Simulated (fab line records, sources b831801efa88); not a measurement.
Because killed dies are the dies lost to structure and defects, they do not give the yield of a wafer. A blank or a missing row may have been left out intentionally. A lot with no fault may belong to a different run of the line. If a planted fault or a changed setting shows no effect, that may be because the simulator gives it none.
Which tool did it? ; flow gf180mcu ; 6 lots, 18 wafers sampled, at 1 step of a route of 602

== WHAT EACH GAUGE READ, for each wafer ==
GF_STI_BOW_MEAS_00.
lot;measured;on;INCOMING_BOW (um)
L270;day 1 15:00;film metro-04;5 7 12
L274;day 2 11:02;film metro-04;-10 -2 -2
L277;day 3 02:01;film metro-03;8 -5 -4
L283;day 4 08:00;film metro-01;1 -1 -7
L288;day 5 09:00;film metro-03;5 -4 7
L290;day 5 19:00;film metro-04;-9 3 3

== WHICH TOOL RAN EACH LOT (tool, then ch and the chambers of the sampled wafers, then the start) ==
Before these readings, the record contains no process step.

== THE ANSWER, worked out from the rows above alone ==
Rule: the lots themselves supply what counts as usual. The widest of any qualifying gaps counts: lots, ordered by their means at a reading, are off when they make up no more than a third of the lots, leave a main group of 4 or more, and stand apart from it by 3 or more times the standard deviation of that group's means. Not used: any main group whose means are identical at the precision the tables above print for the reading. Also off: a lot with no number at a reading for which 4 or more lots have one. Any other lot the step has rows for is counted as sound.
No lot is off at any reading shown: from this, nothing can be told.

== WHAT THE SIMULATOR HAD INSERTED ==
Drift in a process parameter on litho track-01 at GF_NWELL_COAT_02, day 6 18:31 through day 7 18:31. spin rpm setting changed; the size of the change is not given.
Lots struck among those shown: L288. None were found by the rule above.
